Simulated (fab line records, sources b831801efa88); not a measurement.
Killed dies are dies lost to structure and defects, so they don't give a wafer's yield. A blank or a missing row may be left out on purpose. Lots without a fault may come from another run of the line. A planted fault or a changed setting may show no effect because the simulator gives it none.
Which tool did it? | flow sky130 | 11 lots, 33 wafers sampled, at 6 steps of a route of 708

WHAT THE GAUGES READ, wafer by wafer
SKY_VT_ADJUST_LVTN_OVL_MEAS_07.
lot  | measured     | on         | VT_ADJUST_LVTN_OVL (nm)
L107 | day 7 05:57  | overlay-01 | 1.7 4.4 5.6
L108 | day 7 10:22  | overlay-01 | 2.7 1.4 0.5
L110 | day 7 17:05  | overlay-01 | 3.0 0.6 1.6
L111 | day 8 03:38  | overlay-01 | 1.7 1.2 -0.5
L112 | day 8 13:57  | overlay-02 | 2.6 0.9 0.2
L114 | day 9 08:50  | overlay-01 | 2.8 3.8 3.8
L115 | day 9 17:05  | overlay-02 | 1.6 -1.3 0.9
L118 | day 10 08:15 | overlay-01 | 2.3 1.4 0.7
L120 | day 10 23:42 | overlay-02 | - - -
L121 | day 10 23:15 | overlay-01 | 0.8 0.9 3.1
L129 | day 13 02:45 | overlay-01 | 2.8 2.1 2.8

SKY_VT_ADJUST_LVTN_TW_MEAS_10.
lot  | measured     | on            | VT_ADJUST_LVTN_TW
L107 | day 7 06:14  | film_metro-03 | 244.2 242.8 243.1
L108 | day 7 10:39  | film_metro-02 | 244.7 243.5 244.1
L110 | day 7 17:22  | film_metro-02 | 243.4 244.6 244.7
L111 | day 8 03:56  | film_metro-03 | 243.2 244.1 243.4
L112 | day 8 14:14  | film_metro-02 | 241.0 240.6 242.1
L114 | day 9 09:08  | film_metro-03 | 242.2 242.0 242.9
L115 | day 9 17:23  | film_metro-04 | 241.4 241.7 241.9
L118 | day 10 08:32 | film_metro-04 | 241.5 241.7 241.7
L120 | day 10 23:59 | film_metro-02 | 30.4 30.2 30.3
L121 | day 10 23:32 | film_metro-02 | 244.2 245.2 244.3
L129 | day 13 03:02 | film_metro-03 | 244.0 242.5 241.9

SKY_VT_ADJUST_HVTR_OVL_MEAS_08.
lot  | measured     | on         | VT_ADJUST_HVTR_OVL (nm)
L107 | day 9 21:01  | overlay-02 | 4.7 5.4 1.6
L108 | day 10 02:43 | overlay-01 | 3.1 3.3 1.2
L110 | day 10 10:08 | overlay-02 | 1.3 2.7 0.4
L111 | day 10 21:19 | overlay-01 | 1.3 1.2 2.3
L112 | day 11 08:41 | overlay-01 | 2.4 2.2 -2.2
L114 | day 12 06:00 | overlay-02 | 1.7 2.0 1.9
L115 | day 12 15:17 | overlay-02 | 2.5 2.6 2.7
L118 | day 13 08:02 | overlay-01 | 3.4 1.9 1.0
L120 | day 14 01:05 | overlay-02 | 2.5 1.9 2.3
L121 | day 14 00:35 | overlay-02 | 1.8 3.2 4.0
L129 | day 16 10:50 | overlay-01 | 4.3 3.3 4.0

WHICH TOOL RAN EACH LOT (tool, then ch and the chambers of the sampled wafers, then the start)
lot  | SKY_FIELD_ISO_ETCH_15             | SKY_FIELD_ISO_CMP_27         | SKY_VT_ADJUST_LVTN_EXPOSE_04
L107 | rie_diel-03 ch 0,1,3, day 2 12:41 | cmp-01 ch 0,2,3, day 2 18:09 | iline_stepper-02 ch 0, day 6 20:18
L108 | rie_diel-04 ch 0,1,3, day 2 18:07 | cmp-02 ch 0,2,3, day 3 01:11 | iline_stepper-01 ch 0, day 7 01:16
L110 | rie_diel-02 ch 1,2,3, day 2 23:31 | cmp-02 ch 0,3, day 3 05:09   | iline_stepper-02 ch 0, day 7 06:34
L111 | rie_diel-03 ch 0,2, day 3 06:28   | cmp-01 ch 0,2, day 3 12:00   | iline_stepper-02 ch 0, day 7 17:43
L112 | rie_diel-02 ch 1,2,3, day 3 13:44 | cmp-01 ch 0,1, day 3 19:28   | iline_stepper-02 ch 0, day 8 03:19
L114 | rie_diel-03 ch 0,2,3, day 3 21:49 | cmp-02 ch 0,1,2, day 4 06:37 | iline_stepper-02 ch 0, day 8 22:37
L115 | rie_diel-03 ch 0,2, day 4 04:29   | cmp-01 ch 0,1,2, day 4 16:34 | iline_stepper-01 ch 0, day 9 06:22
L118 | rie_diel-02 ch 0,1,2, day 4 18:32 | cmp-02 ch 0,1,2, day 5 03:22 | iline_stepper-02 ch 0, day 9 21:13
L120 | rie_diel-04 ch 0,1,3, day 5 08:51 | cmp-01 ch 1,2,3, day 5 15:25 | iline_stepper-02 ch 0, day 10 13:18
L121 | rie_diel-03 ch 0,3, day 5 09:30   | cmp-02 ch 0,2,3, day 5 15:25 | iline_stepper-02 ch 0, day 10 12:22
L129 | rie_diel-02 ch 0,2,3, day 7 06:38 | cmp-02 ch 1,2,3, day 7 10:13 | iline_stepper-02 ch 0, day 12 15:08
- SKY_FIELD_ISO_ETCH_15: etches the open film in CHF3/O2, stops on Si, target depth 180 nm, time 72 s.
- SKY_FIELD_ISO_CMP_27: polishes, stops on Si3N4, t overpolish 16 s, target thk 457.8 nm.
- SKY_VT_ADJUST_LVTN_EXPOSE_04: exposes mask NWM COMPLEMENT LESS NATIVE, target cd 840 nm.

WHAT THE TOOLS THEMSELVES READ (means of the sampled wafers that have a number; where no wafer has one, the mark that the record gives instead)
SKY_FIELD_ISO_ETCH_15.
lot  | tool        | drypump_motor_current_A (A) | oes_product_au (a.u.) | throttle_valve_pct (%)
L107 | rie_diel-03 | 5.5                         | 0.946                 | 8.837
L108 | rie_diel-04 | 5.9                         | 0.941                 | 8.838
L110 | rie_diel-02 | 6.1                         | 0.946                 | 8.843
L111 | rie_diel-03 | 5.3                         | 0.954                 | 8.849
L112 | rie_diel-02 | 6.1                         | 0.954                 | 8.846
L114 | rie_diel-03 | 5.3                         | 0.952                 | 8.839
L115 | rie_diel-03 | 5.5                         | 0.945                 | 8.838
L118 | rie_diel-02 | 6.0                         | 0.942                 | 8.837
L120 | rie_diel-04 | 5.9                         | 0.945                 | 8.836
L121 | rie_diel-03 | 5.5                         | 0.940                 | 8.849
L129 | rie_diel-02 | 5.9                         | 0.951                 | 8.846

SKY_FIELD_ISO_CMP_27.
lot  | tool   | motor_current_A (A) | overpolish_run_s (s) | time_to_endpoint_s (s)
L107 | cmp-01 | 12.4                | 15.999               | 116
L108 | cmp-02 | 11.6                | 16.002               | 116
L110 | cmp-02 | 11.9                | 16.001               | 114
L111 | cmp-01 | 13.0                | 15.992               | 115
L112 | cmp-01 | 12.4                | 15.997               | 111
L114 | cmp-02 | 12.8                | 15.998               | 106
L115 | cmp-01 | 12.7                | 15.989               | 113
L118 | cmp-02 | 12.9                | 15.999               | 105
L120 | cmp-01 | 12.7                | 15.990               | 112
L121 | cmp-02 | 11.9                | 15.998               | 110
L129 | cmp-02 | 12.7                | 15.996               | 111

SKY_VT_ADJUST_LVTN_EXPOSE_04.
lot  | tool             | exposure_dose_mJ_cm2
L107 | iline_stepper-02 | 193.96
L108 | iline_stepper-01 | 194.22
L110 | iline_stepper-02 | 193.81
L111 | iline_stepper-02 | 194.30
L112 | iline_stepper-02 | 193.86
L114 | iline_stepper-02 | 193.97
L115 | iline_stepper-01 | 194.13
L118 | iline_stepper-02 | 194.10
L120 | iline_stepper-02 | 194.12
L121 | iline_stepper-02 | 193.93
L129 | iline_stepper-02 | 193.89

THE ANSWER, worked out from the rows above alone
Rule: what is usual is taken from the lots themselves. Put in order of their means at a reading, lots are off if they are a third of the lots or fewer, leave a main group of 4 or more, and stand apart from it by a gap of 3 or more times the standard deviation of the main group's means; of several such gaps the widest counts. A main group whose means are all the same, to the digits that the tables above print for the reading, isn't used. A lot without any number at a reading at which 4 lots or more have one is off too. The other lots that the step has rows for count as sound. The gauges are gone through in route order, then the tools' own readings, and for those a lot's mean is taken as printed above. The first step at which some lot is off is used, and at that step the reading that is off furthest; a lot without a number counts as furthest.
Off: L120, at SKY_VT_ADJUST_LVTN_OVL_MEAS_07 (VT_ADJUST_LVTN_OVL). Without a number there: L120. The main group: mean 1.9 nm, standard deviation 1.1.
A tool fits if, at a process step before that reading, it ran every lot that is off, and no sound lot after the first of them. The gauges at SKY_VT_ADJUST_LVTN_OVL_MEAS_07 aren't tried: what is off there is off at SKY_VT_ADJUST_LVTN_TW_MEAS_10 too, on other tools, and a gauge's error can't cause that. Can't be told from this: 2 tools fit, rie_diel-04 at SKY_FIELD_ISO_ETCH_15, cmp-01 at SKY_FIELD_ISO_CMP_27.

WHAT THE SIMULATOR HAD PUT IN
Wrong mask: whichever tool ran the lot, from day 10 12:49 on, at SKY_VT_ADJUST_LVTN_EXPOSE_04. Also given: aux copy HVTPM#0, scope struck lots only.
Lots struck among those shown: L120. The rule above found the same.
